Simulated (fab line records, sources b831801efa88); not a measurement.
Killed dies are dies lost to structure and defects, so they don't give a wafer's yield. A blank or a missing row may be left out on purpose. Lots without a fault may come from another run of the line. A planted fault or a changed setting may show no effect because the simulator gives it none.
fab line records | flow sky130
record lots=5 wafers=15 last_day=50
route steps=708 shown CONTACT@419 METAL1@434
lots that met no fault: from a run of the same line without faults
start_h: hours from the record's first day to the start of the lot's first wafer shown | wait_h: hours since the lot's step before | " the same as in the row above | L1.1+2: a row that stands for several wafers | - no value, or no start given | * or withheld: withheld | < > ~ a bound
route shown NAME@n: a module of which the file shows steps, and the number in the route of the first | usual: mean/standard deviation of fault-free wafers | same: alike in all rows | chamber/n: place in a boat | sites: the reading at each site | _std_site: their standard deviation | _edge_site: outer sites' mean less inner sites' | radius_mm: how far each site lies from the wafer's centre | mask NAME#n: copy n | behind: the tool/chamber that last shaped the wafer | hold: why the lot was held/for how many hours/how that ended | device: the transistor (n, p or np) that didn't switch | end of line: the same wafers' tests at the end of the route | a step without rows: its recipe alone | killed: dies lost to structure and defects at the first sort, not the wafer's yield | map: a wafer's dies, x killed, . not, _ none there
set.NAME: the setting as run; set.NAME@STEP: as run at that earlier step | model.NAME: the simulator's own value behind a step, which no gauge read
lots at some steps of the route; a table a step, a row a wafer
services: from which hour (start_h, from the record's first day; less than 0 if before it) a tool's chamber was out of use, for how many hours, and why
## steps
# step SKY_CONTACT_DEVELOP_13
# recipe develop_time_s=61.45 resist=KrF-thick dev_temp_c=21
# columns lot.wafer tool chamber start_h wait_h
L075.1+4+5 litho_track-04 0 - -
L078.2+4+6 litho_track-03 0 - -
L085.3+5+6 litho_track-04 0 - -
L094.4+5+6 litho_track-03 0 - -
L095.1+2+6 litho_track-03 0 - -
# step SKY_CONTACT_CD_MEAS_14
# recipe target_cd_nm=170
# usual cd_nm=170.6/1.4
# columns lot.wafer tool chamber start_h wait_h cd_nm
L075.1 cd_sem-02 - 745.91 - 171.2
L075.4 " - " " 170.8
L075.5 " - " " 170.5
L078.2 cd_sem-01 - 773.75 - 170.8
L078.4 " - " " 173.4
L078.6 " - " " 170.7
L085.3 cd_sem-02 - 821.57 - 168.1
L085.5 " - " " 170.1
L085.6 " - " " 170.3
L094.4 cd_sem-01 - 888.79 - 170.1
L094.5 " - " " 168.9
L094.6 " - " " 171.6
L095.1 cd_sem-01 - 894.88 - 170.1
L095.2 " - " " 169.7
L095.6 " - " " 170.2
# step SKY_CONTACT_OVL_MEAS_15
# usual CONTACT_OVL=-4/5.9
# columns lot.wafer tool chamber start_h wait_h CONTACT_OVL[nm]
L075.1 overlay-01 - 746.03 0.1 0
L075.4 " - " " -1
L075.5 " - " " -2
L078.2 overlay-01 - 773.86 0.1 -6
L078.4 " - " " -9
L078.6 " - " " -13
L085.3 overlay-02 - 821.67 0.1 1
L085.5 " - " " 2
L085.6 " - " " -6
L094.4 overlay-01 - 888.87 0.1 3
L094.5 " - " " -7
L094.6 " - " " 6
L095.1 overlay-01 - 895.00 0.1 2
L095.2 " - " " -2
L095.6 " - " " -7
# step SKY_CONTACT_ETCH_16
# recipe chemistry=N2/H2 target=BARC ion_energy_ev=200 source_w=500 bias_w=100 pressure_mtorr=30 n2_flow_sccm=100 h2_flow_sccm=200 stop_on=SiO2 time_s=45.9 target_depth_a=600
# usual drypump_motor_current_A=5.7/0.43 oes_product_au=0.856/0.0047 rf_fwd_power_W=495.4/2.2 throttle_valve_pct=13.225/0.009
# same time_s=45.9
# columns lot.wafer tool chamber start_h wait_h drypump_motor_current_A oes_product_au rf_fwd_power_W rf_hours_counter_h throttle_valve_pct
L075.1 rie_diel-03 1 746.07 0.0 5.6 0.855 493.3 42 13.220
L075.4 " 0 " " 6.4 0.849 497.5 13 13.221
L075.5 " 1 " " 5.6 0.857 493.9 - 13.232
L078.2 rie_diel-03 3 773.89 0.0 5.6 0.856 493.7 11 13.243
L078.4 " 2 " " 4.8 0.850 491.5 - 13.236
L078.6 " 3 " " 5.6 0.856 496.3 - 13.221
L085.3 rie_diel-02 0 821.69 0.0 6.2 0.853 493.3 8 13.222
L085.5 " 0 " " 6.2 0.849 494.3 - 13.232
L085.6 " 3 " " 5.3 0.867 496.7 - 13.235
L094.4 rie_diel-03 3 888.89 0.0 5.6 0.860 496.6 15 13.229
L094.5 " 3 " " 5.6 0.852 497.1 - 13.221
L094.6 " 2 " " 4.8 0.865 489.4 - 13.216
L095.1 rie_diel-03 1 895.04 0.0 5.6 0.852 493.5 3 13.228
L095.2 " 2 " " 4.8 0.860 492.0 11 13.229
L095.6 " 3 " " 5.6 0.856 498.7 - 13.225
# step SKY_CONTACT_ETCH_17
# recipe target=SiO2 chemistry=C4F8/O2/Ar stop_on=Si3N4 mask_material=KrF-thick source_w=1500 bias_w=1200 pressure_mtorr=40 c4f8_flow_sccm=withheld O2_flow_sccm=6 Ar_flow_sccm=300 time_s=withheld target_depth_a=3400
# usual oes_product_au=0.893/0.0046 rf_fwd_power_W=1489/5.5
# columns lot.wafer tool chamber start_h wait_h oes_product_au rf_fwd_power_W
L075.1 rie_diel-03 1 746.11 0.0 0.889 1484
L075.4 " 0 " " 0.885 1492
L075.5 " 1 " " 0.890 1497
L078.2 rie_diel-03 3 773.93 0.0 0.889 1493
L078.4 " 2 " " 0.895 1480
L078.6 " 3 " " 0.904 1493
L085.3 rie_diel-02 0 821.73 0.0 0.898 1482
L085.5 " 0 " " 0.884 1483
L085.6 " 3 " " 0.889 1488
L094.4 rie_diel-03 3 888.93 0.0 0.899 1494
L094.5 " 3 " " 0.887 1492
L094.6 " 2 " " 0.899 1482
L095.1 rie_diel-03 1 895.08 0.0 0.892 1489
L095.2 " 2 " " 0.897 1476
L095.6 " 3 " " 0.897 1488
# step SKY_CONTACT_ETCH_18
# recipe target=Si3N4 chemistry=CHF3/O2 stop_on=TiN source_w=600 bias_w=200 pressure_mtorr=40 chf3_flow_sccm=50 O2_flow_sccm=5 time_s=39 target_depth_a=750
# usual O2_flow_sccm=5.003/0.016 drypump_motor_current_A=5.7/0.43 oes_product_au=0.856/0.0083 rf_fwd_power_W=594.0/2.6 throttle_valve_pct=8.794/0.0091
# same time_s=39
# columns lot.wafer tool chamber start_h wait_h O2_flow_sccm drypump_motor_current_A oes_product_au rf_fwd_power_W rf_hours_counter_h throttle_valve_pct
L075.1 rie_diel-03 1 - - 4.982 5.5 0.859 593.1 43 8.796
L075.4 " 0 " " 5.012 6.4 0.852 593.7 13 8.807
L075.5 " 1 " " 4.974 5.6 0.858 593.7 - 8.809
L078.2 rie_diel-03 3 - - 5.006 5.6 0.850 595.7 11 8.801
L078.4 " 2 " " 4.995 4.8 0.860 588.1 - 8.791
L078.6 " 3 " " 4.999 5.6 0.867 597.0 - 8.801
L085.3 rie_diel-02 0 - - 5.021 6.2 0.850 593.4 9 8.811
L085.5 " 0 " " 5.007 6.2 0.847 590.9 - 8.800
L085.6 " 3 " " 5.004 5.3 0.864 595.8 - 8.786
L094.4 rie_diel-03 3 - - 5.020 5.6 0.854 594.0 15 8.798
L094.5 " 3 " " 5.029 5.6 0.848 595.4 - 8.810
L094.6 " 2 " " 4.985 4.8 0.846 586.6 - 8.780
L095.1 rie_diel-03 1 - - 5.016 5.5 0.857 594.9 3 8.785
L095.2 " 2 " " 4.992 4.8 0.861 588.1 11 8.806
L095.6 " 3 " " 5.013 5.6 0.874 598.0 - 8.807
# step SKY_CONTACT_STRIP_19
# recipe chemistry=O2/N2 power_w=1400 pressure_mtorr=1500 platen_temp_c=withheld o2_flow_sccm=3000 n2_flow_sccm=300 overash_fraction=0.5
# usual drypump_motor_current_A=6.1/0.49 oes_product_au=0.381/0.0046 strip_time_to_endpoint_s=3.62/0.038
# columns lot.wafer tool chamber start_h wait_h drypump_motor_current_A oes_product_au rf_hours_counter_h strip_time_to_endpoint_s
L075.1 plasma_asher-02 1 746.20 - 6.0 0.381 62 3.60
L075.4 " 1 " " 5.9 0.374 - 3.58
L075.5 " 1 " " 5.9 0.378 - 3.60
L078.2 plasma_asher-03 1 774.02 - 6.4 0.379 35 3.65
L078.4 " 1 " " 6.4 0.387 - 3.59
L078.6 " 1 " " 6.4 0.388 - 3.68
L085.3 plasma_asher-03 1 821.86 - 6.4 0.377 - 3.58
L085.5 " 1 " " 6.4 0.383 - 3.62
L085.6 " 0 " " 6.4 0.383 - 3.64
L094.4 plasma_asher-04 0 889.05 - 5.4 0.380 - 3.67
L094.5 " 0 " " 5.3 0.384 - 3.69
L094.6 " 1 " " 6.7 0.380 - 3.62
L095.1 plasma_asher-04 1 895.17 - 6.7 0.382 15 3.61
L095.2 " 0 " " 5.3 0.376 15 3.60
L095.6 " 0 " " 5.3 0.385 - 3.70
# step SKY_CONTACT_STRIP_20
# recipe chemistry=post_etch_residue_remover time_s=1200 temp_c=72.5
# usual bath_heat_duty_pct=14.6/1.1
# same time_s=1200
# columns lot.wafer tool chamber start_h wait_h bath_heat_duty_pct
L075.1 wet_bench-01 2 746.30 0.1 14.6
L075.4 " 2 " " 14.5
L075.5 " 2 " " 17.1
L078.2 wet_bench-01 0 774.12 0.1 14.1
L078.4 " 0 " " 16.0
L078.6 " 0 " " 14.2
L085.3 wet_bench-02 0 821.92 0.0 14.1
L085.5 " 0 " " 13.5
L085.6 " 0 " " 13.7
L094.4 wet_bench-02 2 889.12 0.0 14.9
L094.5 " 2 " " 14.7
L094.6 " 2 " " 14.7
L095.1 wet_bench-02 3 895.27 0.1 15.1
L095.2 " 3 " " 17.6
L095.6 " 3 " " 14.5
# step SKY_CONTACT_CLEAN_21
# recipe chemistry=IPA time_s=180 temp_c=25
# usual bath_heat_duty_pct=6.5/0.64
# same time_s=180
# columns lot.wafer tool chamber start_h wait_h bath_heat_duty_pct
L075.1 wet_bench-03 2 746.64 0.0 6.0
L075.4 " 2 " " 5.5
L075.5 " 2 " " 5.3
L078.2 wet_bench-01 3 774.55 0.1 7.0
L078.4 " 3 " " 6.5
L078.6 " 3 " " 6.0
L085.3 wet_bench-01 2 822.26 0.0 8.4
L085.5 " 2 " " 7.7
L085.6 " 2 " " 7.3
L094.4 wet_bench-01 0 889.80 0.0 6.6
L094.5 " 0 " " 6.0
L094.6 " 0 " " 6.3
L095.1 wet_bench-03 1 895.95 0.0 6.1
L095.2 " 1 " " 6.2
L095.6 " 1 " " 5.9
# step SKY_CONTACT_CLEAN_22
# recipe chemistry=O3/DIW dry=n2_spin
# columns lot.wafer tool chamber start_h wait_h
L075.1+4+5 wet_bench-02 1 746.71 0.0
L078.2+4+6 wet_bench-03 3 774.65 0.1
L085.3+5+6 wet_bench-03 0 822.32 0.0
L094.4+5+6 wet_bench-03 1 889.86 0.0
L095.1+2+6 wet_bench-02 3 896.01 0.0
# step SKY_CONTACT_SPUTTER_23
# recipe material=TiN target_thk_nm=20 chamber_pressure_pa=5 power_w=4000 time_s=80
# usual throttle_valve_pct=29.9/1.1
# same time_s=80
# columns lot.wafer tool chamber start_h wait_h throttle_valve_pct
L075.1 pvd_sputter-04 - 746.81 0.0 27.9
L075.4 " - " " 30.5
L075.5 " - " " 27.8
L078.2 pvd_sputter-04 - 774.75 0.0 30.5
L078.4 " - " " 29.7
L078.6 " - " " 31.0
L085.3 pvd_sputter-02 - 822.42 0.0 30.8
L085.5 " - " " 29.4
L085.6 " - " " 31.2
L094.4 pvd_sputter-02 - 889.95 0.0 29.5
L094.5 " - " " 31.4
L094.6 " - " " 29.9
L095.1 pvd_sputter-01 - 896.19 0.0 27.2
L095.2 " - " " 29.3
L095.6 " - " " 29.3
# step SKY_CONTACT_CVD_24
# recipe material=W target_thk_nm=340 time_s=102.12 temp_c=400 pressure_torr=40
# usual heater_power_outer_w=509/28 heater_power_w=875/53
# same time_s=102.12
# columns lot.wafer tool chamber start_h wait_h heater_power_outer_w heater_power_w
L075.1 cvd_w-01 0 746.87 0.0 540 934
L075.4 " 0 " " 532 912
L075.5 " 1 " " 476 816
L078.2 cvd_w-01 0 774.81 0.0 543 921
L078.4 " 0 " " 549 925
L078.6 " 1 " " 489 791
L085.3 cvd_w-01 0 822.52 0.1 545 920
L085.5 " 0 " " 549 925
L085.6 " 1 " " 492 797
L094.4 cvd_w-01 0 890.05 0.1 541 945
L094.5 " 1 " " 482 849
L094.6 " 0 " " 554 909
L095.1 cvd_w-02 1 896.25 0.0 511 895
L095.2 " 0 " " 487 844
L095.6 " 0 " " 477 836
# step SKY_CONTACT_RS_MEAS_25
# recipe thk_meas_gauge=four-point-probe reads=W_of_CONTACT_CVD_24+TiN_of_CONTACT_SPUTTER_23
# usual CONTACT_W_RS=0.335/0.0047
# columns lot.wafer tool chamber start_h wait_h CONTACT_W_RS[ohm/sq]
L075.1 film_metro-04 - 746.98 0.1 0.329
L075.4 " - " " 0.328
L075.5 " - " " 0.331
L078.2 film_metro-01 - 774.94 0.1 0.334
L078.4 " - " " 0.330
L078.6 " - " " 0.337
L085.3 film_metro-03 - 822.63 0.1 0.333
L085.5 " - " " 0.335
L085.6 " - " " 0.338
L094.4 film_metro-03 - 890.18 0.1 0.332
L094.5 " - " " 0.337
L094.6 " - " " 0.335
L095.1 film_metro-04 - 896.36 0.1 0.333
L095.2 " - " " 0.344
L095.6 " - " " 0.341
# step SKY_CONTACT_THK_MEAS_26
# recipe thk_meas_gauge=xrf reads=W_of_CONTACT_CVD_24
# usual CONTACT_W_THK=338/5.3
# columns lot.wafer tool chamber start_h wait_h CONTACT_W_THK[nm]
L075.1 film_metro-04 - 747.10 0.1 346
L075.4 " - " " 349
L075.5 " - " " 345
L078.2 film_metro-01 - 775.05 0.1 335
L078.4 " - " " 339
L078.6 " - " " 332
L085.3 film_metro-03 - 822.73 0.1 342
L085.5 " - " " 340
L085.6 " - " " 337
L094.4 film_metro-03 - 890.27 0.1 343
L094.5 " - " " 339
L094.6 " - " " 343
L095.1 film_metro-04 - 896.48 0.1 339
L095.2 " - " " 332
L095.6 " - " " 335
# step SKY_CONTACT_CMP_27
# recipe stop_on=SiO2 t_overpolish_s=15 down_force_psi=3.5 platen_rpm=60 target_thk_nm=0 pad_velocity_m_s=0.94248
# usual motor_current_A=10.5/1.3 overpolish_run_s=15.000/0.0095 time_to_endpoint_s=84/3.3
# columns lot.wafer tool chamber start_h wait_h motor_current_A overpolish_run_s time_to_endpoint_s
L075.4 cmp-01 3 747.21 0.1 9.4 15.002 83
L075.1 " 1 " " 9.6 14.988 84
L075.5 " 2 " " 8.8 15.017 86
L078.2 cmp-01 0 775.10 0.0 11.9 14.996 84
L078.4 " 1 " " 9.3 15.006 82
L078.6 " 1 " " 9.5 15.004 82
L085.3 cmp-02 1 822.82 0.1 11.5 14.986 83
L085.5 " 0 " " 11.1 14.998 86
L085.6 " 1 " " 11.4 14.996 84
L094.4 cmp-01 1 890.35 0.1 9.4 15.000 81
L094.5 " 0 " " 11.6 15.003 83
L094.6 " 1 " " 10.3 15.003 82
L095.2 cmp-02 0 896.59 0.1 10.9 15.011 85
L095.1 " 1 " " 11.5 15.011 81
L095.6 " 0 " " 11.3 14.992 84
# step SKY_METAL1_SPUTTER_00
# recipe material=Ti target_thk_nm=15 power_w=3000 time_s=10 chamber_pressure_pa=0.4
# usual throttle_valve_pct=29.9/1.1
# same time_s=10
# columns lot.wafer tool chamber start_h wait_h throttle_valve_pct
L075.1 pvd_sputter-03 - 747.46 0.1 30.1
L075.4 " - " " 31.0
L075.5 " - " " 30.0
L078.2 pvd_sputter-03 - 775.40 0.2 31.1
L078.4 " - " " 30.7
L078.6 " - " " 29.8
L085.3 pvd_sputter-03 - 823.07 0.2 30.8
L085.5 " - " " 30.0
L085.6 " - " " 30.0
L094.4 pvd_sputter-01 - 890.60 0.2 27.0
L094.5 " - " " 29.4
L094.6 " - " " 30.9
L095.1 pvd_sputter-04 - 896.84 0.1 30.8
L095.2 " - " " 27.7
L095.6 " - " " 30.9
# step SKY_METAL1_SPUTTER_01
# recipe material=TiN target_thk_nm=20 power_w=6500 time_s=16.7 chamber_pressure_pa=0.4
# usual throttle_valve_pct=29.9/1.1
# same time_s=16.7
# columns lot.wafer tool chamber start_h wait_h throttle_valve_pct
L075.1 pvd_sputter-03 - 747.48 0.0 29.9
L075.4 " - " " 30.8
L075.5 " - " " 30.1
L078.2 pvd_sputter-03 - 775.42 0.0 31.0
L078.4 " - " " 31.0
L078.6 " - " " 29.8
L085.3 pvd_sputter-03 - 823.10 0.0 31.2
L085.5 " - " " 29.9
L085.6 " - " " 30.1
L094.4 pvd_sputter-01 - 890.62 0.0 27.3
L094.5 " - " " 29.3
L094.6 " - " " 30.6
L095.1 pvd_sputter-04 - 896.87 0.0 30.5
L095.2 " - " " 27.6
L095.6 " - " " 30.8
# step SKY_METAL1_SPUTTER_02
# recipe material=AlCu target_thk_nm=250 power_w=10600 time_s=13.3 chamber_pressure_pa=0.4
# usual throttle_valve_pct=29.9/1.1
# same time_s=13.3
# columns lot.wafer tool chamber start_h wait_h throttle_valve_pct
L075.1 pvd_sputter-03 - 747.51 0.0 30.1
L075.4 " - " " 30.9
L075.5 " - " " 30.2
L078.2 pvd_sputter-03 - 775.45 0.0 30.7
L078.4 " - " " 30.6
L078.6 " - " " 30.1
L085.3 pvd_sputter-03 - 823.12 0.0 30.8
L085.5 " - " " 30.1
L085.6 " - " " 30.1
L094.4 pvd_sputter-01 - 890.65 0.0 27.1
L094.5 " - " " 29.4
L094.6 " - " " 30.8
L095.1 pvd_sputter-04 - 896.89 0.0 30.8
L095.2 " - " " 27.9
L095.6 " - " " 30.8
# step SKY_METAL1_SPUTTER_03
# recipe material=Ti target_thk_nm=5 power_w=3000 time_s=3.3 chamber_pressure_pa=0.4
# usual throttle_valve_pct=29.9/1.1
# same time_s=3.3
# columns lot.wafer tool chamber start_h wait_h throttle_valve_pct
L075.1 pvd_sputter-03 - 747.53 0.0 30.0
L075.4 " - " " 30.8
L075.5 " - " " 30.2
L078.2 pvd_sputter-03 - 775.47 0.0 30.9
L078.4 " - " " 30.5
L078.6 " - " " 29.8
L085.3 pvd_sputter-03 - 823.15 0.0 31.1
L085.5 " - " " 30.0
L085.6 " - " " 29.9
L094.4 pvd_sputter-01 - 890.67 0.0 27.2
L094.5 " - " " 29.5
L094.6 " - " " 30.7
L095.1 pvd_sputter-04 - 896.92 0.0 30.8
L095.2 " - " " 27.8
L095.6 " - " " 30.7
# step SKY_METAL1_SPUTTER_04
# recipe material=TiN target_thk_nm=70 power_w=6500 time_s=61.03 chamber_pressure_pa=0.4
# usual throttle_valve_pct=29.9/1.1
# same time_s=61.03
# columns lot.wafer tool chamber start_h wait_h throttle_valve_pct
L075.1 pvd_sputter-03 - 747.55 0.0 30.0
L075.4 " - " " 30.8
L075.5 " - " " 29.8
L078.2 pvd_sputter-03 - 775.49 0.0 31.0
L078.4 " - " " 30.8
L078.6 " - " " 29.6
L085.3 pvd_sputter-03 - 823.16 0.0 31.2
L085.5 " - " " 29.9
L085.6 " - " " 30.2
L094.4 pvd_sputter-01 - 890.69 0.0 26.9
L094.5 " - " " 29.5
L094.6 " - " " 31.2
L095.1 pvd_sputter-04 - 896.94 0.0 30.4
L095.2 " - " " 28.0
L095.6 " - " " 30.7
# step SKY_METAL1_RS_MEAS_05
# recipe thk_meas_gauge=four-point-probe reads=TiN_of_METAL1_SPUTTER_04+Ti_of_METAL1_SPUTTER_03+AlCu_of_METAL1_SPUTTER_02+TiN_of_METAL1_SPUTTER_01+Ti_of_METAL1_SPUTTER_00
# usual METAL1_ALCU_RS=0.1261/0.0014
# columns lot.wafer tool chamber start_h wait_h METAL1_ALCU_RS[ohm/sq]
L075.1 film_metro-01 - 747.60 0.0 0.1255
L075.4 " - " " 0.1270
L075.5 " - " " 0.1254
L078.2 film_metro-01 - 775.56 0.0 0.1278
L078.4 " - " " 0.1284
L078.6 " - " " 0.1266
L085.3 film_metro-01 - 823.25 0.1 0.1279
L085.5 " - " " 0.1254
L085.6 " - " " 0.1253
L094.4 film_metro-02 - 890.80 0.1 0.1268
L094.5 " - " " 0.1253
L094.6 " - " " 0.1253
L095.1 film_metro-03 - 896.98 0.0 0.1254
L095.2 " - " " 0.1245
L095.6 " - " " 0.1250
# step SKY_METAL1_THK_MEAS_06
# recipe thk_meas_gauge=xrf reads=AlCu_of_METAL1_SPUTTER_02
# usual METAL1_ALCU_THK=248/3
# columns lot.wafer tool chamber start_h wait_h METAL1_ALCU_THK[nm]
L075.1 film_metro-01 - 747.72 0.1 248
L075.4 " - " " 246
L075.5 " - " " 249
L078.2 film_metro-01 - 775.67 0.1 245
L078.4 " - " " 243
L078.6 " - " " 248
L085.3 film_metro-01 - 823.35 0.1 243
L085.5 " - " " 247
L085.6 " - " " 248
L094.4 film_metro-02 - 890.89 0.1 246
L094.5 " - " " 249
L094.6 " - " " 250
L095.1 film_metro-03 - 897.10 0.1 249
L095.2 " - " " 251
L095.6 " - " " 250
# step SKY_METAL1_DEHYDRATE_07
# recipe temp_c=200 time_s=60
# usual plate_temp_C=200.01/0.18
# same time_s=60
# columns lot.wafer tool chamber start_h wait_h plate_temp_C
L075.1 litho_track-03 0 760.43 12.7 200.11
L075.4 " 0 " " 199.85
L075.5 " 0 " " 200.21
L078.2 litho_track-03 0 787.65 12.0 199.88
L078.4 " 0 " " 199.97
L078.6 " 0 " " 199.85
L085.3 litho_track-03 0 835.63 12.3 199.78
L085.5 " 0 " " 199.96
L085.6 " 0 " " 199.85
L094.4 litho_track-03 0 902.75 11.9 199.99
L094.5 " 0 " " 200.23
L094.6 " 0 " " 199.94
L095.1 litho_track-03 0 909.28 12.2 199.92
L095.2 " 0 " " 200.09
L095.6 " 0 " " 199.93
# step SKY_METAL1_HMDS_08
# recipe prime_time_s=60 prime_temp_c=120
# columns lot.wafer tool chamber start_h wait_h
L075.1+4+5 litho_track-03 0 760.58 0.1
L078.2+4+6 litho_track-03 0 787.80 0.1
L085.3+5+6 litho_track-03 0 835.78 0.1
L094.4+5+6 litho_track-03 0 902.90 0.1
L095.1+2+6 litho_track-03 0 909.43 0.1
# step SKY_METAL1_COAT_09
# recipe resist=BARC temp_c=withheld time_s=withheld spin_rpm=3000 resist_thk_nm=60
# columns lot.wafer tool chamber start_h wait_h
L075.1+4+5 litho_track-03 0 760.73 0.1
L078.2+4+6 litho_track-03 0 787.95 0.1
L085.3+5+6 litho_track-03 0 835.93 0.1
L094.4+5+6 litho_track-03 0 903.05 0.1
L095.1+2+6 litho_track-03 0 909.58 0.1
# step SKY_METAL1_COAT_10
# recipe resist=KrF-thick spin_rpm=3000 resist_thk_nm=450
# columns lot.wafer tool chamber start_h wait_h
L075.1+4+5 litho_track-03 0 - -
L078.2+4+6 litho_track-03 0 - -
L085.3+5+6 litho_track-03 0 - -
L094.4+5+6 litho_track-03 0 - -
L095.1+2+6 litho_track-03 0 - -
# step SKY_METAL1_SOFTBAKE_11
# recipe temp_c=100 time_s=90 resist=KrF-thick
# usual plate_temp_C=99.96/0.13
# same time_s=90
# columns lot.wafer tool chamber start_h wait_h plate_temp_C
L075.1 litho_track-03 0 - - 99.79
L075.4 " 0 " " 99.98
L075.5 " 0 " " 99.94
L078.2 litho_track-03 0 - - 100.16
L078.4 " 0 " " 100.09
L078.6 " 0 " " 99.88
L085.3 litho_track-03 0 - - 100.08
L085.5 " 0 " " 100.05
L085.6 " 0 " " 99.97
L094.4 litho_track-03 0 - - 100.09
L094.5 " 0 " " 100.05
L094.6 " 0 " " 100.14
L095.1 litho_track-03 0 - - 100.07
L095.2 " 0 " " 100.03
L095.6 " 0 " " 100.00
# step SKY_METAL1_EXPOSE_12
# recipe mask_id=MM1 na=0.8 source_shape=annular sigma_inner=0.55 sigma_outer=0.85 target_cd_nm=140 dose_mj=28
# same sigma_outer=0.85
# columns lot.wafer tool chamber start_h wait_h mask
L075.1+4+5 krf_scanner-01 0 - - MM1#0
L078.2+4+6 krf_scanner-02 0 - - MM1#0
L085.3+5+6 krf_scanner-01 0 - - MM1#0
L094.4+5+6 krf_scanner-01 0 - - MM1#0
L095.1+2+6 krf_scanner-01 0 - - MM1#0
# step SKY_METAL1_PEB_13
# recipe peb_temp_c=withheld peb_time_s=withheld resist=KrF-thick
# columns lot.wafer tool chamber start_h wait_h
L075.1+4+5 litho_track-02 0 - -
L078.2+4+6 litho_track-02 0 - -
L085.3+5+6 litho_track-03 0 - -
L094.4+5+6 litho_track-03 0 - -
L095.1+2+6 litho_track-02 0 - -
# step SKY_METAL1_DEVELOP_14
# recipe develop_time_s=60 resist=KrF-thick dev_temp_c=21
# columns lot.wafer tool chamber start_h wait_h
L075.1+4+5 litho_track-02 0 - -
L078.2+4+6 litho_track-02 0 - -
L085.3+5+6 litho_track-03 0 - -
L094.4+5+6 litho_track-03 0 - -
L095.1+2+6 litho_track-02 0 - -
# step SKY_METAL1_CD_MEAS_15
# recipe target_cd_nm=140
# usual cd_nm=140.0/1.7
# columns lot.wafer tool chamber start_h wait_h cd_nm
L075.1 cd_sem-01 - 774.59 - 143.5
L075.4 " - " " 142.7
L075.5 " - " " 142.6
L078.2 cd_sem-02 - 802.01 - 140.9
L078.4 " - " " 141.5
L078.6 " - " " 140.4
L085.3 cd_sem-02 - 849.22 - 140.2
L085.5 " - " " 140.7
L085.6 " - " " 140.5
L094.4 cd_sem-01 - 915.79 - 139.3
L094.5 " - " " 140.5
L094.6 " - " " 139.1
L095.1 cd_sem-02 - 922.09 - 138.3
L095.2 " - " " 138.0
L095.6 " - " " 139.5
# step SKY_METAL1_OVL_MEAS_16
# usual METAL1_OVL=7/5.1
# columns lot.wafer tool chamber start_h wait_h METAL1_OVL[nm]
L075.1 overlay-01 - 774.71 0.1 -7
L075.4 " - " " -1
L075.5 " - " " 1
L078.2 overlay-02 - 802.12 0.1 6
L078.4 " - " " -1
L078.6 " - " " 5
L085.3 overlay-02 - 849.31 0.1 10
L085.5 " - " " 6
L085.6 " - " " 1
L094.4 overlay-01 - 915.87 0.1 10
L094.5 " - " " 6
L094.6 " - " " 10
L095.1 overlay-01 - 922.21 0.1 11
L095.2 " - " " 12
L095.6 " - " " 9
# step SKY_METAL1_DESCUM_17
# recipe chemistry=O2 source_power_w=150 bias_power_w=0 pressure_mtorr=10 temp_c=40 time_s=8
# usual drypump_motor_current_A=5.81/0.27 oes_product_au=1.000/0.0092 rf_fwd_power_W=147.1/0.92
# same time_s=8
# columns lot.wafer tool chamber start_h wait_h drypump_motor_current_A oes_product_au rf_fwd_power_W rf_hours_counter_h
L075.1 rie_metal-03 0 774.75 0.0 6.05 1.005 146.2 10
L075.4 " 0 " " 6.07 1.002 146.1 -
L075.5 " 0 " " 6.05 0.993 146.8 -
L078.2 rie_metal-04 1 802.15 0.0 5.94 0.989 148.3 2
L078.4 " 0 " " 5.56 1.005 147.5 -
L078.6 " 0 " " 5.55 1.002 147.6 -
L085.3 rie_metal-04 1 849.35 0.0 5.93 0.980 147.8 -
L085.5 " 1 " " 5.92 0.987 148.1 -
L085.6 " 0 " " 5.57 0.993 147.3 -
L094.4 rie_metal-04 0 915.92 0.0 5.58 0.997 146.4 -
L094.5 " 0 " " 5.57 0.997 146.4 -
L094.6 " 0 " " 5.58 1.010 146.4 -
L095.1 rie_metal-03 1 922.25 0.0 6.02 0.994 148.4 6
L095.2 " 0 " " 6.07 1.003 146.4 18
L095.6 " 0 " " 6.07 0.998 146.4 -
# step SKY_METAL1_ETCH_18
# recipe chemistry=N2/H2 target=BARC ion_energy_ev=200 bias_w=100 pressure_mtorr=30 n2_flow_sccm=100 h2_flow_sccm=200 icp_w=500 stop_on=SiO2 time_s=45.9 target_depth_a=600
# usual drypump_motor_current_A=5.81/0.28 oes_product_au=0.855/0.0052 rf_fwd_power_W=494.9/2.3 throttle_valve_pct=13.224/0.0092
# same time_s=45.9
# columns lot.wafer tool chamber start_h wait_h drypump_motor_current_A oes_product_au rf_fwd_power_W rf_hours_counter_h throttle_valve_pct
L075.1 rie_metal-03 0 774.81 0.1 6.09 0.847 495.0 11 13.226
L075.4 " 0 " " 6.09 0.861 493.6 - 13.213
L075.5 " 0 " " 6.08 0.859 493.5 - 13.213
L078.2 rie_metal-04 1 802.18 0.0 5.93 0.854 494.5 2 13.229
L078.4 " 0 " " 5.56 0.851 493.8 - 13.217
L078.6 " 0 " " 5.56 0.846 494.9 - 13.229
L085.3 rie_metal-04 1 849.39 0.0 5.93 0.852 496.5 - 13.229
L085.5 " 1 " " 5.94 0.853 497.4 - 13.208
L085.6 " 0 " " 5.56 0.849 496.6 - 13.213
L094.4 rie_metal-04 0 916.01 0.1 5.53 0.859 494.9 - 13.213
L094.5 " 0 " " 5.55 0.863 494.6 - 13.228
L094.6 " 0 " " 5.55 0.856 494.5 - 13.240
L095.1 rie_metal-03 1 922.28 0.0 6.04 0.852 496.0 6 13.231
L095.2 " 0 " " 6.09 0.846 490.6 18 13.241
L095.6 " 0 " " 6.09 0.859 492.9 - 13.243
## services
# columns tool chamber start_h hours kind
krf_scanner-01 - 736.36 0.5 repair
rie_metal-03 0 740.67 16.3 repair
krf_scanner-01 - 766.80 1.0 pm
rie_metal-04 - 794.54 2.8 pm
pvd_sputter-03 - 801.55 6.2 repair
cvd_w-01 - 804.16 2.8 pm
rie_diel-03 1 806.29 4.7 repair
rie_metal-03 - 809.05 0.2 repair
krf_scanner-01 - 819.01 1.0 repair
krf_scanner-01 - 823.79 3.4 repair
krf_scanner-01 - 825.68 0.9 repair
pvd_sputter-04 - 826.34 2.9 repair
cvd_w-01 1 841.41 10.0 repair
pvd_sputter-01 - 851.15 2.5 repair
krf_scanner-01 - 853.89 0.3 repair
krf_scanner-01 - 860.56 0.8 pm
krf_scanner-01 - 875.95 1.3 pm
rie_metal-04 0 884.09 6.3 repair
cvd_w-01 - 901.63 0.6 repair
krf_scanner-01 - 903.95 4.4 pm
rie_metal-04 1 904.68 99.6 repair
rie_diel-03 - 913.74 2.8 pm
cvd_w-01 - 919.61 1.2 repair
wet_bench-02 - 922.19 3.4 repair
## key
fault none
